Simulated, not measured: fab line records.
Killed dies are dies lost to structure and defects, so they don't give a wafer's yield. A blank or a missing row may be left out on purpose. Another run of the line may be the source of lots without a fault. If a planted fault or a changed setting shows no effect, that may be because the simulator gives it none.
Which of the tools did it?    flow sky130    11 lots with 33 wafers sampled at 5 steps, on a route of 708 steps

WHAT EACH GAUGE READ, for each wafer
SKY_LDD_P_OVL_MEAS_08. Usual: for LDD_P_OVL the level is 0.4 nm and the standard deviation is 1.4.
lot   measured      on          LDD_P_OVL (nm)  flag
L451  day 20 05:21  overlay-01  1.7 2.4 1.8     
L450  day 20 05:39  overlay-01  -0.8 0.6 1.4    
L452  day 20 10:01  overlay-01  2.4 0.9 2.0     
L453  day 20 17:25  overlay-02  0.7 0.2 0.2     
L454  day 20 23:20  overlay-02  0.8 1.3 1.2     
L456  day 21 18:28  overlay-01  2.1 2.2 1.5     
L458  day 22 08:27  overlay-02  1.5 2.0 2.5     
L469  day 26 05:26  overlay-02  0.8 -0.3 0.9    
L470  day 26 13:59  overlay-01  -0.1 -0.6 0.3   
L471  day 26 17:51  overlay-01  0.1 -1.5 0.3    
L472  day 27 00:08  overlay-01  0.1 -1.2 0.1    

SKY_LDD_P_TW_MEAS_11. Usual: for LDD_P_TW the level is 632 and the standard deviation is 5.
lot   measured      on             LDD_P_TW     flag
L451  day 20 05:38  film metro-01  631 630 630  
L450  day 20 05:56  film metro-02  635 635 636  
L452  day 20 10:18  film metro-02  636 634 634  
L453  day 20 17:43  film metro-01  632 628 632  
L454  day 20 23:43  film metro-01  631 630 631  
L456  day 21 18:46  film metro-03  634 637 635  
L458  day 22 08:44  film metro-02  641 637 638  
L469  day 26 05:43  film metro-01  627 627 627  
L470  day 26 14:16  film metro-01  628 626 626  
L471  day 26 18:08  film metro-02  635 629 636  
L472  day 27 00:25  film metro-03  622 622 621  

SKY_LDD_HVP_OVL_MEAS_07. Usual: for LDD_HVP_OVL the level is -0.3 nm and the standard deviation is 1.4.
lot   measured      on          LDD_HVP_OVL (nm)  flag
L451  day 22 18:10  overlay-01  -0.8 -1.6 -1.7    
L450  day 22 18:41  overlay-01  -0.5 1.0 0.1      
L452  day 22 23:22  overlay-01  1.4 1.6 -0.6      
L453  day 23 06:26  overlay-02  0.1 -0.9 -0.1     
L454  day 23 11:07  overlay-01  -0.4 -0.3 -0.5    
L456  day 24 06:53  overlay-02  0.2 1.8 2.5       
L458  day 24 20:16  overlay-02  -2.5 -1.8 -2.3    
L469  day 28 15:37  overlay-01  -0.9 1.2 0.1      
L470  day 28 22:56  overlay-01  0.4 1.1 0.8       
L471  day 29 03:13  overlay-01  -0.2 -1.0 -1.6    
L472  day 29 09:11  overlay-02  -0.5 0.3 -1.0     

SKY_SPACER_THK_MEAS_01. Usual: for SPACER_CVD_00_THK the level is 43.2 nm and the standard deviation is 0.39.
lot   measured      on             SPACER_CVD_00_THK (nm)  flag
L451  day 24 02:10  film metro-03  43.3 43.3 43.1          
L450  day 24 03:22  film metro-01  43.2 43.4 43.4          
L452  day 24 08:23  film metro-01  43.5 43.1 43.2          
L453  day 24 13:54  film metro-02  43.3 43.1 43.2          
L454  day 24 18:38  film metro-02  43.3 42.9 43.0          
L456  day 25 14:46  film metro-01  42.7 42.9 42.6          
L458  day 26 05:17  film metro-01  33.4 33.0 33.1          OFF
L469  day 29 22:25  film metro-03  43.2 42.9 43.2          
L470  day 30 05:49  film metro-02  43.0 43.4 42.8          
L471  day 30 11:10  film metro-03  42.4 42.3 42.7          
L472  day 30 16:31  film metro-01  43.3 43.0 43.3          

WHICH TOOL RAN EACH LOT (tool, then ch and the chambers of the sampled wafers, then the start)
lot   SKY_SPACER_CVD_00
L451  lpcvd-02 ch 1, day 24 00:57
L450  lpcvd-02 ch 0, day 24 02:10
L452  lpcvd-02 ch 1, day 24 07:10
L453  lpcvd-02 ch 1, day 24 12:41
L454  lpcvd-02 ch 1, day 24 17:24
L456  lpcvd-02 ch 1, day 25 13:33
L458  lpcvd-02 ch 0, day 26 04:05
L469  lpcvd-02 ch 0, day 29 21:12
L470  lpcvd-02 ch 0, day 30 04:35
L471  lpcvd-02 ch 1, day 30 09:55
L472  lpcvd-02 ch 0, day 30 15:17
- SKY_SPACER_CVD_00: deposits Si3N4 from DCS/NH3, target thk 43.1 nm, time 740 s.

AS READ BY THE TOOLS THEMSELVES (means over the sampled wafers that have a number; for cases with no such wafer, the mark the record gives instead)
SKY_SPACER_CVD_00. Usual: spike tc bottom C is 793.8 C with standard deviation 1.5, spike tc centre C is 770.0 C with standard deviation 1.4, spike tc lower C is 770.6 C with standard deviation 1.4, spike tc top C is 784 C with standard deviation 3.7, spike tc upper C is 770.6 C with standard deviation 1.1, susceptor temp C is 769.9 C with standard deviation 0.38, and zone power lower pct is 13.0 % with standard deviation 0.31.
lot   tool      spike tc bottom C (C)  spike tc centre C (C)  spike tc lower C (C)  spike tc top C (C)  spike tc upper C (C)  susceptor temp C (C)  zone power lower pct (%)  flag
L451  lpcvd-02  795.4                  771.8                  769.5                 780                 770.2                 769.6                 12.5                      
L450  lpcvd-02  793.3                  769.2                  772.5                 787                 770.5                 770.0                 13.2                      
L452  lpcvd-02  795.4                  770.6                  769.0                 779                 770.5                 769.7                 12.6                      
L453  lpcvd-02  795.2                  770.6                  769.5                 780                 771.1                 770.1                 12.7                      
L454  lpcvd-02  795.3                  771.8                  769.2                 779                 770.4                 770.1                 12.5                      
L456  lpcvd-02  794.9                  771.2                  770.3                 779                 769.6                 769.0                 12.7                      
L458  lpcvd-02  779.7                  757.4                  757.3                 773                 756.4                 756.2                 12.8                      OFF
L469  lpcvd-02  793.7                  770.0                  771.5                 787                 769.7                 770.0                 13.3                      
L470  lpcvd-02  792.1                  768.8                  770.9                 787                 770.7                 770.1                 13.2                      
L471  lpcvd-02  795.2                  770.6                  768.8                 780                 770.0                 770.0                 12.7                      
L472  lpcvd-02  792.5                  769.4                  770.7                 786                 771.0                 769.9                 13.0                      

THE ANSWER, worked out from the rows above alone
Rule: lot off if the mean of its wafers having a number is beyond 3 standard deviations from the usual mean. A lot without any number at a reading at which 4 lots or more have one is off too. Where the step has rows for the other lots, those lots are counted as sound. After the gauges, taken in route order, come the tools' own readings; for these a lot's mean is taken, as printed above. The first step at which some lot is off is used, and at that step the reading that is off furthest; a lot without a number counts as furthest.
Off: at SKY_SPACER_THK_MEAS_01 (SPACER_CVD_00_THK), L458.
A tool fits if, at a process step before that reading, it ran every lot that is off, and no sound lot after the first of them. Not tried: the gauges at SKY_SPACER_THK_MEAS_01; whatever is off there is also off at SKY_SPACER_CVD_00, on other tools, and gauge error can't account for it. Of those tried, none fits.

WHAT WAS PUT IN BY THE SIMULATOR
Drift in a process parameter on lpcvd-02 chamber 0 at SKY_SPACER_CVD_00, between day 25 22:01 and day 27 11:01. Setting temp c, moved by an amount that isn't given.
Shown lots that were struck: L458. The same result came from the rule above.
